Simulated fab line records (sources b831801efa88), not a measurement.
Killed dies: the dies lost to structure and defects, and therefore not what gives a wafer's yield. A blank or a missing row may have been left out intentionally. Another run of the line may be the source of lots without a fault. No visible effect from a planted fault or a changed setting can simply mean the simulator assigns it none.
Which of the tools did it? ; flow gf180mcu ; 11 lots with 32 wafers sampled at 6 steps, on a route of 602 steps

WHAT THE GAUGES SHOWED, per wafer
GF_CONTACT_OVL_MEAS_15. Usual: CONTACT_OVL typically reads -6 nm, with standard deviation 5.3.
lot;measured;on;CONTACT_OVL (nm);flag
L356;day 17 09:17;overlay-01;-14 -16 -18;
L357;day 17 18:20;overlay-01;0 -1 -2;
L358;day 17 20:32;overlay-02;-4 -15 -7;
L359;day 18 10:17;overlay-01;-4 -2 -7;
L360;day 19 01:52;overlay-01;-11 -8;
L366;day 20 22:05;overlay-01;-7 -12 -19;
L367;day 21 06:20;overlay-01;-8 -2 -10;
L368;day 21 15:05;overlay-01;-3 -7 -8;
L370;day 22 06:58;overlay-01;5 -3 -3;
L372;day 22 21:46;overlay-01;-11 -9 -6;
L375;day 24 01:07;overlay-02;-6 -7 -5;

GF_V1_RS_MEAS_24: uses a four-point probe to measure. Usual: V1_W_RS typically reads 0.328 ohm/sq, with standard deviation 0.0034.
lot;measured;on;V1_W_RS (ohm/sq);flag
L356;day 19 13:42;film_metro-01;0.331 0.332 0.331;
L357;day 19 22:16;film_metro-02;0.325 0.327 0.324;
L358;day 20 00:14;film_metro-02;0.334 0.333 0.336;
L359;day 20 15:06;film_metro-02;0.325 0.327 0.326;
L360;day 21 06:35;film_metro-03;0.328 0.326;
L366;day 23 00:24;film_metro-02;0.332 0.331 0.333;
L367;day 23 08:54;film_metro-03;0.242 0.242 0.241;OFF
L368;day 23 16:32;film_metro-03;0.326 0.334 0.331;
L370;day 24 07:44;film_metro-01;0.244 0.244 0.243;OFF
L372;day 24 22:04;film_metro-03;0.333 0.329 0.331;
L375;day 26 00:13;film_metro-02;0.325 0.326 0.322;

GF_V1_THK_MEAS_25: measures by xrf. Usual: V1_W_THK typically reads 339 nm, with standard deviation 5.
lot;measured;on;V1_W_THK (nm);flag
L356;day 19 13:49;film_metro-01;332 333 334;
L357;day 19 22:22;film_metro-02;342 343 345;
L358;day 20 00:20;film_metro-02;338 339 336;
L359;day 20 15:13;film_metro-02;346 346 345;
L360;day 21 06:42;film_metro-03;333 338;
L366;day 23 00:31;film_metro-02;336 339 334;
L367;day 23 09:01;film_metro-03;443 444 446;OFF
L368;day 23 16:38;film_metro-03;333 327 329;
L370;day 24 07:51;film_metro-01;452 453 453;OFF
L372;day 24 22:11;film_metro-03;330 333 331;
L375;day 26 00:19;film_metro-02;346 346 350;

EACH LOT AND THE TOOL THAT RAN IT (in order: tool; ch and the chambers of the sampled wafers; start)
lot;GF_SAB_CVD_00;GF_CONTACT_ETCH_16;GF_V1_CVD_23
L356;pecvd-03 ch 0,2, day 15 10:53;rie_diel-03 ch 0,2,3, day 17 09:19;cvd_w-02 ch 0,1, day 19 13:34
L357;pecvd-03 ch 1,2, day 15 19:08;rie_diel-03 ch 0,1, day 17 18:22;cvd_w-01 ch 0,1, day 19 22:08
L358;pecvd-02 ch 0,1,2, day 15 21:50;rie_diel-01 ch 1,2,3, day 17 20:34;cvd_w-02 ch 0,1, day 20 00:06
L359;pecvd-02 ch 0,1,2, day 16 10:02;rie_diel-03 ch 1,2,3, day 18 10:19;cvd_w-01 ch 0,1, day 20 14:58
L360;pecvd-02 ch 0,2, day 17 00:11;rie_diel-02 ch 1,3, day 19 01:55;cvd_w-02 ch 0,1, day 21 06:28
L366;pecvd-02 ch 0,1,2, day 18 19:26;rie_diel-01 ch 2,3, day 20 22:07;cvd_w-02 ch 0,1, day 23 00:16
L367;pecvd-04 ch 0,1,2, day 19 04:32;rie_diel-03 ch 0,1,2, day 21 06:22;cvd_w-01 ch 0, day 23 08:46
L368;pecvd-04 ch 0,1,2, day 19 13:17;rie_diel-03 ch 1,2, day 21 15:07;cvd_w-02 ch 0,1, day 23 16:25
L370;pecvd-03 ch 0,2, day 20 05:22;rie_diel-03 ch 1,2,3, day 22 07:01;cvd_w-01 ch 0,1, day 24 07:37
L372;pecvd-02 ch 0,1, day 20 22:08;rie_diel-02 ch 0,1, day 22 21:49;cvd_w-02 ch 0,1, day 24 21:57
L375;pecvd-02 ch 1,2, day 22 01:08;rie_diel-02 ch 0,1,3, day 24 01:09;cvd_w-02 ch 0,1, day 26 00:05
- GF_SAB_CVD_00: deposits SiO2 from TEOS, target thk 50 nm, time 4.9302 s.
- GF_CONTACT_ETCH_16: etches BARC in N2/H2.
- GF_V1_CVD_23: deposits W, target thk 350 nm, time 105.05 s.

WHAT THE TOOLS THEMSELVES READ (means of the sampled wafers that have a number; where no wafer has one, the mark that the record gives instead)
GF_SAB_CVD_00. Usual: heater_power_w at 608 W, with a standard deviation of 91.
lot;tool;heater_power_w (W);flag
L356;pecvd-03;517;
L357;pecvd-03;562;
L358;pecvd-02;630;
L359;pecvd-02;590;
L360;pecvd-02;664;
L366;pecvd-02;607;
L367;pecvd-04;615;
L368;pecvd-04;624;
L370;pecvd-03;563;
L372;pecvd-02;559;
L375;pecvd-02;683;

GF_CONTACT_ETCH_16. Usual: drypump_motor_current_A 5.8 A, standard deviation 0.35; oes_product_au 0.857 a.u., standard deviation 0.0049; throttle_valve_pct 13.227 %, standard deviation 0.0087.
lot;tool;drypump_motor_current_A (A);oes_product_au (a.u.);throttle_valve_pct (%);flag
L356;rie_diel-03;5.8;0.853;13.229;
L357;rie_diel-03;5.7;0.856;13.230;
L358;rie_diel-01;5.8;0.854;13.221;
L359;rie_diel-03;6.0;0.860;13.230;
L360;rie_diel-02;5.9;0.855;13.220;
L366;rie_diel-01;6.3;0.858;13.224;
L367;rie_diel-03;5.7;0.855;13.227;
L368;rie_diel-03;5.9;0.854;13.216;
L370;rie_diel-03;6.0;0.852;13.228;
L372;rie_diel-02;5.9;0.863;13.227;
L375;rie_diel-02;5.8;0.861;13.233;

GF_V1_CVD_23. Usual: heater_power_w at 866 W, with a standard deviation of 69.
lot;tool;heater_power_w (W);flag
L356;cvd_w-02;899;
L357;cvd_w-01;820;
L358;cvd_w-02;847;
L359;cvd_w-01;812;
L360;cvd_w-02;873;
L366;cvd_w-02;900;
L367;cvd_w-01;774;
L368;cvd_w-02;890;
L370;cvd_w-01;815;
L372;cvd_w-02;878;
L375;cvd_w-02;922;

THE ANSWER, worked out from the rows above alone
Rule: a lot is off if the mean of its wafers that have a number lies more than 3 standard deviations from the usual mean. A lot without any number at a reading at which 4 lots or more have one is off too. The other lots that the step has rows for count as sound. First the gauges in route order, then the tools' own readings, where a lot's mean is used as printed above. At the first step where some lot is off, the reading lying furthest off is the one used; lots without a number count as furthest.
Off: at GF_V1_RS_MEAS_24 (V1_W_RS), L367, L370.
A tool fits if, at a process step before that reading, it ran every lot that is off, and no sound lot after the first of them. The gauges at GF_V1_RS_MEAS_24 are tried like those tools. One candidate fits, namely cvd_w-01 at GF_V1_CVD_23. A fault onset in the window from L359 (day 20 14:58, its last sound lot) to L367 (day 23 08:46, its first lot off) fits.

WHAT HAD BEEN PUT IN BY THE SIMULATOR
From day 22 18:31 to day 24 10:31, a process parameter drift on cvd_w-01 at GF_V1_CVD_23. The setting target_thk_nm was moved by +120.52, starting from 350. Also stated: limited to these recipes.
Struck lots among those shown: L367, L370. The same result came from the rule above.
